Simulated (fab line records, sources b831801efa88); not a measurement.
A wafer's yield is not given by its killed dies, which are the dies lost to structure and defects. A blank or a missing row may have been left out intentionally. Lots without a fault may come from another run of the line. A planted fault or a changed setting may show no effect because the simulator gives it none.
Which tool was responsible? :: flow sky130 :: 72 wafers from 24 lots sampled at 5 of the route's 708 steps

## WHAT THE GAUGES READ, wafer by wafer
SKY_VIA1_RS_MEAS_22: a four-point-probe measurement. Usual: VIA1_W_RS 0.426 ohm/sq, standard deviation 0.0054.
lot: L074
measured: day 33 23:40
on: filmMetro-02
VIA1_W_RS (ohm/sq): 0.434 0.430 0.425
flag: 

lot: L075
measured: day 34 05:24
on: filmMetro-01
VIA1_W_RS (ohm/sq): 0.424 0.427 0.430
flag: 

lot: L076
measured: day 34 23:41
on: filmMetro-01
VIA1_W_RS (ohm/sq): 0.422 0.429 0.429
flag: 

lot: L077
measured: day 35 16:37
on: filmMetro-01
VIA1_W_RS (ohm/sq): 0.428 0.425 0.429
flag: 

lot: L078
measured: day 35 21:56
on: filmMetro-04
VIA1_W_RS (ohm/sq): 0.434 0.437 0.433
flag: 

lot: L080
measured: day 36 09:16
on: filmMetro-02
VIA1_W_RS (ohm/sq): 0.442 0.433 0.442
flag: 

lot: L079
measured: day 36 10:18
on: filmMetro-01
VIA1_W_RS (ohm/sq): 0.429 0.427 0.424
flag: 

lot: L081
measured: day 36 11:33
on: filmMetro-02
VIA1_W_RS (ohm/sq): 0.419 0.423 0.417
flag: 

lot: L082
measured: day 36 18:11
on: filmMetro-02
VIA1_W_RS (ohm/sq): 0.427 0.420 0.427
flag: 

lot: L083
measured: day 37 00:58
on: filmMetro-04
VIA1_W_RS (ohm/sq): 0.429 0.422 0.429
flag: 

lot: L085
measured: day 37 17:28
on: filmMetro-01
VIA1_W_RS (ohm/sq): 0.438 0.432 0.437
flag: 

lot: L084
measured: day 37 19:55
on: filmMetro-04
VIA1_W_RS (ohm/sq): 0.421 0.421 0.426
flag: 

lot: L086
measured: day 37 21:23
on: filmMetro-02
VIA1_W_RS (ohm/sq): 0.423 0.418 0.419
flag: 

lot: L087
measured: day 38 04:16
on: filmMetro-01
VIA1_W_RS (ohm/sq): 0.424 0.428 0.424
flag: 

lot: L088
measured: day 38 17:23
on: filmMetro-02
VIA1_W_RS (ohm/sq): 0.423 0.423 0.423
flag: 

lot: L089
measured: day 38 21:09
on: filmMetro-04
VIA1_W_RS (ohm/sq): 0.429 0.422 0.432
flag: 

lot: L090
measured: day 39 04:04
on: filmMetro-01
VIA1_W_RS (ohm/sq): 0.427 0.428 0.424
flag: 

lot: L091
measured: day 39 08:53
on: filmMetro-02
VIA1_W_RS (ohm/sq): 0.423 0.429 0.429
flag: 

lot: L092
measured: day 39 17:15
on: filmMetro-02
VIA1_W_RS (ohm/sq): 0.421 0.427 0.429
flag: 

lot: L093
measured: day 39 20:34
on: filmMetro-04
VIA1_W_RS (ohm/sq): 0.427 0.421 0.425
flag: 

lot: L094
measured: day 40 00:22
on: filmMetro-04
VIA1_W_RS (ohm/sq): 0.426 0.418 0.430
flag: 

lot: L095
measured: day 40 08:58
on: filmMetro-04
VIA1_W_RS (ohm/sq): 0.422 0.426 0.425
flag: 

lot: L096
measured: day 41 07:16
on: filmMetro-02
VIA1_W_RS (ohm/sq): 0.424 0.424 0.429
flag: 

lot: L097
measured: day 41 07:56
on: filmMetro-04
VIA1_W_RS (ohm/sq): 0.419 0.419 0.421
flag: 

SKY_VIA3_THK_MEAS_01. Usual: VIA3_HDPCVD_THK 1633 nm, standard deviation 20.
lot: L074
measured: day 38 13:52
on: filmMetro-04
VIA3_HDPCVD_THK (nm): 1638 1642 1627
flag: 

lot: L075
measured: day 38 19:04
on: filmMetro-02
VIA3_HDPCVD_THK (nm): 1657 1652 1666
flag: 

lot: L076
measured: day 39 12:23
on: filmMetro-02
VIA3_HDPCVD_THK (nm): 1635 1635 1610
flag: 

lot: L077
measured: day 40 05:11
on: filmMetro-02
VIA3_HDPCVD_THK (nm): 1648 1625 1643
flag: 

lot: L078
measured: day 40 09:26
on: filmMetro-02
VIA3_HDPCVD_THK (nm): 1614 1589 1639
flag: 

lot: L080
measured: day 40 20:19
on: filmMetro-02
VIA3_HDPCVD_THK (nm): 1624 1652 1668
flag: 

lot: L079
measured: day 40 22:00
on: filmMetro-02
VIA3_HDPCVD_THK (nm): 1655 1611 1617
flag: 

lot: L081
measured: day 40 22:26
on: filmMetro-01
VIA3_HDPCVD_THK (nm): 1649 1655 1635
flag: 

lot: L082
measured: day 41 05:31
on: filmMetro-02
VIA3_HDPCVD_THK (nm): 1606 1624 1608
flag: 

lot: L083
measured: day 41 08:34
on: filmMetro-04
VIA3_HDPCVD_THK (nm): 1665 1659 1636
flag: 

lot: L085
measured: day 42 00:58
on: filmMetro-01
VIA3_HDPCVD_THK (nm): 1653 1650 1622
flag: 

lot: L084
measured: day 42 04:03
on: filmMetro-01
VIA3_HDPCVD_THK (nm): 1653 1631 1620
flag: 

lot: L086
measured: day 42 06:28
on: filmMetro-04
VIA3_HDPCVD_THK (nm): 1617 1625 1645
flag: 

lot: L087
measured: day 42 11:22
on: filmMetro-02
VIA3_HDPCVD_THK (nm): 1620 1647 1641
flag: 

lot: L088
measured: day 42 23:20
on: filmMetro-04
VIA3_HDPCVD_THK (nm): 1648 1586 1618
flag: 

lot: L089
measured: day 43 03:49
on: filmMetro-04
VIA3_HDPCVD_THK (nm): 1630 1617 1658
flag: 

lot: L090
measured: day 43 09:02
on: filmMetro-01
VIA3_HDPCVD_THK (nm): 1599 1619 1604
flag: 

lot: L091
measured: day 43 16:10
on: filmMetro-02
VIA3_HDPCVD_THK (nm): 1615 1644 1649
flag: 

lot: L092
measured: day 43 21:08
on: filmMetro-02
VIA3_HDPCVD_THK (nm): 1604 1649 1631
flag: 

lot: L093
measured: day 44 00:28
on: filmMetro-04
VIA3_HDPCVD_THK (nm): 1591 1595 1624
flag: 

lot: L094
measured: day 44 05:36
on: filmMetro-04
VIA3_HDPCVD_THK (nm): 1657 1670 1628
flag: 

lot: L095
measured: day 44 12:02
on: filmMetro-01
VIA3_HDPCVD_THK (nm): 1612 1591 1575
flag: 

lot: L096
measured: day 45 07:54
on: filmMetro-02
VIA3_HDPCVD_THK (nm): 1645 1631 1671
flag: 

lot: L097
measured: day 45 08:08
on: filmMetro-02
VIA3_HDPCVD_THK (nm): 1630 1618 1596
flag: 

SKY_CAP2M_OVL_MEAS_12. Usual: CAP2M_OVL -1.1 nm, standard deviation 1.3.
lot: L074
measured: day 40 16:49
on: overlay-02
CAP2M_OVL (nm): 0.8 0.5 1.0
flag: 

lot: L075
measured: day 40 21:51
on: overlay-01
CAP2M_OVL (nm): -1.1 -0.1 0.2
flag: 

lot: L076
measured: day 41 13:51
on: overlay-01
CAP2M_OVL (nm): 0.1 -0.2 -0.9
flag: 

lot: L077
measured: day 42 06:51
on: overlay-01
CAP2M_OVL (nm): 0.1 0.6 0.5
flag: 

lot: L078
measured: day 42 10:55
on: overlay-01
CAP2M_OVL (nm): -1.7 -2.4 -1.4
flag: 

lot: L080
measured: day 42 21:14
on: overlay-01
CAP2M_OVL (nm): -1.7 -3.6 -3.2
flag: 

lot: L079
measured: day 42 22:46
on: overlay-02
CAP2M_OVL (nm): -1.6 -1.4 -0.7
flag: 

lot: L081
measured: day 42 23:42
on: overlay-01
CAP2M_OVL (nm): -0.7 -1.1 -0.7
flag: 

lot: L082
measured: day 43 07:00
on: overlay-02
CAP2M_OVL (nm): -0.2 -0.6 -2.0
flag: 

lot: L083
measured: day 43 09:11
on: overlay-01
CAP2M_OVL (nm): -2.1 -2.4 -3.2
flag: 

lot: L085
measured: day 44 01:51
on: overlay-01
CAP2M_OVL (nm): -2.2 -2.0 -2.7
flag: 

lot: L084
measured: day 44 04:36
on: overlay-01
CAP2M_OVL (nm): -0.1 -1.5 0.7
flag: 

lot: L086
measured: day 44 07:13
on: overlay-02
CAP2M_OVL (nm): -0.4 -2.2 -0.1
flag: 

lot: L087
measured: day 44 09:54
on: overlay-02
CAP2M_OVL (nm): -2.7 -2.7 -1.8
flag: 

lot: L088
measured: day 44 23:06
on: overlay-02
CAP2M_OVL (nm): -1.2 -1.2 -0.9
flag: 

lot: L089
measured: day 45 02:15
on: overlay-02
CAP2M_OVL (nm): -2.2 -0.7 -1.9
flag: 

lot: L090
measured: day 45 07:51
on: overlay-02
CAP2M_OVL (nm): -1.2 -0.8 -1.5
flag: 

lot: L091
measured: day 45 14:05
on: overlay-02
CAP2M_OVL (nm): 3.6 1.9 2.1
flag: 

lot: L092
measured: day 45 16:35
on: overlay-02
CAP2M_OVL (nm): -0.5 -1.6 -1.2
flag: 

lot: L093
measured: day 45 21:37
on: overlay-02
CAP2M_OVL (nm): 0.6 0.1 1.2
flag: 

lot: L094
measured: day 46 01:49
on: overlay-01
CAP2M_OVL (nm): -2.2 -1.4 -0.6
flag: 

lot: L095
measured: day 46 09:35
on: overlay-02
CAP2M_OVL (nm): -0.7 -0.6 -0.4
flag: 

lot: L096
measured: day 47 04:09
on: overlay-02
CAP2M_OVL (nm): -1.3 -1.9 -2.6
flag: 

lot: L097
measured: day 47 04:47
on: overlay-02
CAP2M_OVL (nm): -2.7 -3.3 -3.1
flag: 

## WHICH TOOL RAN EACH LOT (tool, then ch and the chambers of the sampled wafers, then the start)
lot: L074
SKY_CONTACT_ETCH_17: rieDiel-03 ch 0,1, day 31 12:19
SKY_CAPM_METAL_ETCH_13: rieMetal-02 ch 0,1, day 37 10:27

lot: L075
SKY_CONTACT_ETCH_17: rieDiel-04 ch 0,1,2, day 31 20:02
SKY_CAPM_METAL_ETCH_13: rieMetal-03 ch 0,1, day 37 15:18

lot: L076
SKY_CONTACT_ETCH_17: rieDiel-04 ch 0,2,3, day 32 14:38
SKY_CAPM_METAL_ETCH_13: rieMetal-03 ch 0,1, day 38 09:53

lot: L077
SKY_CONTACT_ETCH_17: rieDiel-04 ch 0,2,3, day 33 06:35
SKY_CAPM_METAL_ETCH_13: rieMetal-01 ch 0,1, day 39 02:15

lot: L078
SKY_CONTACT_ETCH_17: rieDiel-01 ch 0,3, day 33 12:44
SKY_CAPM_METAL_ETCH_13: rieMetal-01 ch 0,1, day 39 06:24

lot: L080
SKY_CONTACT_ETCH_17: rieDiel-03 ch 0,2, day 33 23:22
SKY_CAPM_METAL_ETCH_13: rieMetal-02 ch 0,1, day 39 18:18

lot: L079
SKY_CONTACT_ETCH_17: rieDiel-01 ch 0,3, day 34 00:31
SKY_CAPM_METAL_ETCH_13: rieMetal-03 ch 0, day 39 19:12

lot: L081
SKY_CONTACT_ETCH_17: rieDiel-03 ch 0,1,2, day 34 03:23
SKY_CAPM_METAL_ETCH_13: rieMetal-01 ch 0, day 39 20:03

lot: L082
SKY_CONTACT_ETCH_17: rieDiel-03 ch 0,2, day 34 08:52
SKY_CAPM_METAL_ETCH_13: rieMetal-02 ch 0,1, day 40 03:27

lot: L083
SKY_CONTACT_ETCH_17: rieDiel-01 ch 0,1,3, day 34 15:37
SKY_CAPM_METAL_ETCH_13: rieMetal-02 ch 0,1, day 40 06:58

lot: L085
SKY_CONTACT_ETCH_17: rieDiel-03 ch 0,1,3, day 35 09:07
SKY_CAPM_METAL_ETCH_13: rieMetal-01 ch 0,1, day 40 23:39

lot: L084
SKY_CONTACT_ETCH_17: rieDiel-04 ch 1,3, day 35 10:35
SKY_CAPM_METAL_ETCH_13: rieMetal-03 ch 0,1, day 41 02:39

lot: L086
SKY_CONTACT_ETCH_17: rieDiel-04 ch 1,3, day 35 12:20
SKY_CAPM_METAL_ETCH_13: rieMetal-02 ch 0,1, day 41 05:08

lot: L087
SKY_CONTACT_ETCH_17: rieDiel-04 ch 0,2, day 35 20:34
SKY_CAPM_METAL_ETCH_13: rieMetal-01 ch 0,1, day 41 09:30

lot: L088
SKY_CONTACT_ETCH_17: rieDiel-04 ch 1,2,3, day 36 09:26
SKY_CAPM_METAL_ETCH_13: rieMetal-02 ch 0,1, day 41 21:20

lot: L089
SKY_CONTACT_ETCH_17: rieDiel-01 ch 0,2,3, day 36 14:37
SKY_CAPM_METAL_ETCH_13: rieMetal-01 ch 0,1, day 42 02:02

lot: L090
SKY_CONTACT_ETCH_17: rieDiel-03 ch 0,2,3, day 36 20:05
SKY_CAPM_METAL_ETCH_13: rieMetal-01 ch 0,1, day 42 07:57

lot: L091
SKY_CONTACT_ETCH_17: rieDiel-04 ch 0,1,3, day 37 01:49
SKY_CAPM_METAL_ETCH_13: rieMetal-02 ch 0,1, day 42 14:09

lot: L092
SKY_CONTACT_ETCH_17: rieDiel-03 ch 1,3, day 37 11:23
SKY_CAPM_METAL_ETCH_13: rieMetal-02 ch 0,1, day 42 20:24

lot: L093
SKY_CONTACT_ETCH_17: rieDiel-03 ch 0,2, day 37 14:05
SKY_CAPM_METAL_ETCH_13: rieMetal-01 ch 0,1, day 42 23:31

lot: L094
SKY_CONTACT_ETCH_17: rieDiel-04 ch 0,2,3, day 37 17:43
SKY_CAPM_METAL_ETCH_13: rieMetal-01 ch 0, day 43 05:14

lot: L095
SKY_CONTACT_ETCH_17: rieDiel-03 ch 0,1,2, day 38 02:58
SKY_CAPM_METAL_ETCH_13: rieMetal-01 ch 0, day 43 11:45

lot: L096
SKY_CONTACT_ETCH_17: rieDiel-01 ch 2,3, day 39 02:38
SKY_CAPM_METAL_ETCH_13: rieMetal-03 ch 0,1, day 44 07:46

lot: L097
SKY_CONTACT_ETCH_17: rieDiel-03 ch 0,1,2, day 39 03:17
SKY_CAPM_METAL_ETCH_13: rieMetal-01 ch 0,1, day 44 09:03
- SKY_CONTACT_ETCH_17: etches SiO2 in C4F8/O2/Ar, stops on Si3N4, target depth 340 nm.
- SKY_CAPM_METAL_ETCH_13: etches TiN in Cl2/BCl3, stops on SiO2, target depth 220 nm, time 62.9 s.

## AS READ BY THE TOOLS THEMSELVES (means over the sampled wafers that have a number; for cases with no such wafer, the mark the record gives instead)
SKY_CONTACT_ETCH_17. Usual: oesProductAu reads 0.891 a.u. (standard deviation 0.0046).
lot: L074
tool: rieDiel-03
oesProductAu (a.u.): 0.892
flag: 

lot: L075
tool: rieDiel-04
oesProductAu (a.u.): 0.889
flag: 

lot: L076
tool: rieDiel-04
oesProductAu (a.u.): 0.889
flag: 

lot: L077
tool: rieDiel-04
oesProductAu (a.u.): 0.887
flag: 

lot: L078
tool: rieDiel-01
oesProductAu (a.u.): 0.890
flag: 

lot: L080
tool: rieDiel-03
oesProductAu (a.u.): 0.890
flag: 

lot: L079
tool: rieDiel-01
oesProductAu (a.u.): 0.890
flag: 

lot: L081
tool: rieDiel-03
oesProductAu (a.u.): 0.885
flag: 

lot: L082
tool: rieDiel-03
oesProductAu (a.u.): 0.889
flag: 

lot: L083
tool: rieDiel-01
oesProductAu (a.u.): 0.889
flag: 

lot: L085
tool: rieDiel-03
oesProductAu (a.u.): 0.894
flag: 

lot: L084
tool: rieDiel-04
oesProductAu (a.u.): 0.893
flag: 

lot: L086
tool: rieDiel-04
oesProductAu (a.u.): 0.896
flag: 

lot: L087
tool: rieDiel-04
oesProductAu (a.u.): 0.890
flag: 

lot: L088
tool: rieDiel-04
oesProductAu (a.u.): 0.887
flag: 

lot: L089
tool: rieDiel-01
oesProductAu (a.u.): 0.890
flag: 

lot: L090
tool: rieDiel-03
oesProductAu (a.u.): 0.886
flag: 

lot: L091
tool: rieDiel-04
oesProductAu (a.u.): 0.889
flag: 

lot: L092
tool: rieDiel-03
oesProductAu (a.u.): 0.892
flag: 

lot: L093
tool: rieDiel-03
oesProductAu (a.u.): 0.891
flag: 

lot: L094
tool: rieDiel-04
oesProductAu (a.u.): 0.888
flag: 

lot: L095
tool: rieDiel-03
oesProductAu (a.u.): 0.891
flag: 

lot: L096
tool: rieDiel-01
oesProductAu (a.u.): 0.893
flag: 

lot: L097
tool: rieDiel-03
oesProductAu (a.u.): 0.892
flag: 

SKY_CAPM_METAL_ETCH_13. Usual: drypumpMotorCurrentA 5.8 A, standard deviation 0.35; oesProductAu 0.943 a.u., standard deviation 0.0083; throttleValvePct 21.902 %, standard deviation 0.01.
lot: L074
tool: rieMetal-02
drypumpMotorCurrentA (A): 5.9
oesProductAu (a.u.): 0.938
throttleValvePct (%): 21.907
flag: 

lot: L075
tool: rieMetal-03
drypumpMotorCurrentA (A): 6.2
oesProductAu (a.u.): 0.937
throttleValvePct (%): 21.896
flag: 

lot: L076
tool: rieMetal-03
drypumpMotorCurrentA (A): 6.1
oesProductAu (a.u.): 0.950
throttleValvePct (%): 21.902
flag: 

lot: L077
tool: rieMetal-01
drypumpMotorCurrentA (A): 5.5
oesProductAu (a.u.): 0.935
throttleValvePct (%): 21.907
flag: 

lot: L078
tool: rieMetal-01
drypumpMotorCurrentA (A): 5.5
oesProductAu (a.u.): 0.948
throttleValvePct (%): 21.906
flag: 

lot: L080
tool: rieMetal-02
drypumpMotorCurrentA (A): 6.0
oesProductAu (a.u.): 0.943
throttleValvePct (%): 21.903
flag: 

lot: L079
tool: rieMetal-03
drypumpMotorCurrentA (A): 6.1
oesProductAu (a.u.): 0.952
throttleValvePct (%): 21.899
flag: 

lot: L081
tool: rieMetal-01
drypumpMotorCurrentA (A): 5.4
oesProductAu (a.u.): 0.941
throttleValvePct (%): 21.904
flag: 

lot: L082
tool: rieMetal-02
drypumpMotorCurrentA (A): 5.7
oesProductAu (a.u.): 0.946
throttleValvePct (%): 21.904
flag: 

lot: L083
tool: rieMetal-02
drypumpMotorCurrentA (A): 6.0
oesProductAu (a.u.): 0.950
throttleValvePct (%): 21.893
flag: 

lot: L085
tool: rieMetal-01
drypumpMotorCurrentA (A): 5.5
oesProductAu (a.u.): 0.945
throttleValvePct (%): 21.913
flag: 

lot: L084
tool: rieMetal-03
drypumpMotorCurrentA (A): 6.2
oesProductAu (a.u.): 0.939
throttleValvePct (%): 21.895
flag: 

lot: L086
tool: rieMetal-02
drypumpMotorCurrentA (A): 5.7
oesProductAu (a.u.): 0.949
throttleValvePct (%): 21.896
flag: 

lot: L087
tool: rieMetal-01
drypumpMotorCurrentA (A): 5.5
oesProductAu (a.u.): 0.960
throttleValvePct (%): 21.892
flag: 

lot: L088
tool: rieMetal-02
drypumpMotorCurrentA (A): 5.7
oesProductAu (a.u.): 0.946
throttleValvePct (%): 21.901
flag: 

lot: L089
tool: rieMetal-01
drypumpMotorCurrentA (A): 5.5
oesProductAu (a.u.): 0.941
throttleValvePct (%): 21.909
flag: 

lot: L090
tool: rieMetal-01
drypumpMotorCurrentA (A): 5.5
oesProductAu (a.u.): 0.944
throttleValvePct (%): 21.901
flag: 

lot: L091
tool: rieMetal-02
drypumpMotorCurrentA (A): 6.0
oesProductAu (a.u.): 0.946
throttleValvePct (%): 21.899
flag: 

lot: L092
tool: rieMetal-02
drypumpMotorCurrentA (A): 6.0
oesProductAu (a.u.): 0.942
throttleValvePct (%): 21.902
flag: 

lot: L093
tool: rieMetal-01
drypumpMotorCurrentA (A): 5.5
oesProductAu (a.u.): 0.941
throttleValvePct (%): 21.903
flag: 

lot: L094
tool: rieMetal-01
drypumpMotorCurrentA (A): 5.4
oesProductAu (a.u.): 0.939
throttleValvePct (%): 21.904
flag: 

lot: L095
tool: rieMetal-01
drypumpMotorCurrentA (A): 5.4
oesProductAu (a.u.): 0.942
throttleValvePct (%): 21.901
flag: 

lot: L096
tool: rieMetal-03
drypumpMotorCurrentA (A): 6.1
oesProductAu (a.u.): 0.939
throttleValvePct (%): 21.901
flag: 

lot: L097
tool: rieMetal-01
drypumpMotorCurrentA (A): 5.5
oesProductAu (a.u.): 0.944
throttleValvePct (%): 21.900
flag: 

## THE ANSWER, worked out from the rows above alone
Rule: a lot counts as off when the mean over its wafers that have a number is more than 3 standard deviations away from the usual mean. A lot without any number at a reading at which 4 lots or more have one is off too. Where the step has rows for the other lots, those lots are counted as sound. The gauges are gone through in route order, then the tools' own readings, and for those a lot's mean is taken as printed above. The first step at which some lot is off is used, and at that step the reading that is off furthest; a lot without a number counts as furthest.
No lot is off on any of the readings shown, so nothing can be concluded from this.

## WHAT WAS PUT IN BY THE SIMULATOR
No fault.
